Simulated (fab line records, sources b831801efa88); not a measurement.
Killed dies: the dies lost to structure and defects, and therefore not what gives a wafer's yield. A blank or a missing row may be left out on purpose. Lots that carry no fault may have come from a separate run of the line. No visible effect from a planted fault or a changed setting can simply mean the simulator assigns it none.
Matching of chambers :: flow gf180mcu :: 4 sister chambers for GF_CONTACT_ETCH_16 on rieDiel-01
The step etches BARC in N2/H2. 8 wafers are shown with their chamber, then 7 later ones without.

== WAFERS PAIRED WITH THEIR CHAMBERS ==
wafer: L201.3
chamber: 1
drypumpMotorCurrentA (A): 5.5
oesProductAu (a.u.): 0.859

wafer: L203.5
chamber: 3
drypumpMotorCurrentA (A): 6.0
oesProductAu (a.u.): 0.850

wafer: L203.6
chamber: 0
drypumpMotorCurrentA (A): 5.8
oesProductAu (a.u.): 0.849

wafer: L204.1
chamber: 2
drypumpMotorCurrentA (A): 5.1
oesProductAu (a.u.): 0.856

wafer: L204.2
chamber: 3
drypumpMotorCurrentA (A): 6.0
oesProductAu (a.u.): 0.854

wafer: L204.3
chamber: 0
drypumpMotorCurrentA (A): 5.8
oesProductAu (a.u.): 0.854

wafer: L207.2
chamber: 1
drypumpMotorCurrentA (A): 5.5
oesProductAu (a.u.): 0.847

wafer: L207.4
chamber: 2
drypumpMotorCurrentA (A): 5.2
oesProductAu (a.u.): 0.849

== WAFERS WITHOUT THEIR CHAMBER ==
wafer: L207.5
drypumpMotorCurrentA (A): 5.2
oesProductAu (a.u.): 0.843

wafer: L216.2
drypumpMotorCurrentA (A): 5.2
oesProductAu (a.u.): 0.850

wafer: L216.4
drypumpMotorCurrentA (A): 5.8
oesProductAu (a.u.): 0.849

wafer: L216.6
drypumpMotorCurrentA (A): 6.0
oesProductAu (a.u.): 0.849

wafer: L224.2
drypumpMotorCurrentA (A): 5.5
oesProductAu (a.u.): 0.860

wafer: L224.3
drypumpMotorCurrentA (A): 5.2
oesProductAu (a.u.): 0.859

wafer: L224.4
drypumpMotorCurrentA (A): 5.8
oesProductAu (a.u.): 0.849

== WHICH CHAMBER EACH WENT THROUGH ==
wafer: L207.5
from the rows above: 2
in truth: 2

wafer: L216.2
from the rows above: 2
in truth: 2

wafer: L216.4
from the rows above: 0
in truth: 0

wafer: L216.6
from the rows above: 3
in truth: 3

wafer: L224.2
from the rows above: 1
in truth: 1

wafer: L224.3
from the rows above: 2
in truth: 2

wafer: L224.4
from the rows above: 0
in truth: 0
7 of 7 placed correctly. From these rows, 0 cannot be placed. 0 placed wrongly.
How it was worked out, from the rows above alone: a wafer's distance from a chamber is the root of the sum, over the readings, of the square of ((its reading less the chamber's mean) divided by the reading's scatter). If the next closest chamber is less than 2 further off than the closest, the wafer can't be placed; otherwise it belongs to the closest. For every chamber, the mean is computed from those of its wafers that are shown. The scatter: take each reading less its chamber's mean, square it, sum over the shown wafers, divide by the number of wafers less the number of chambers, and take the root.
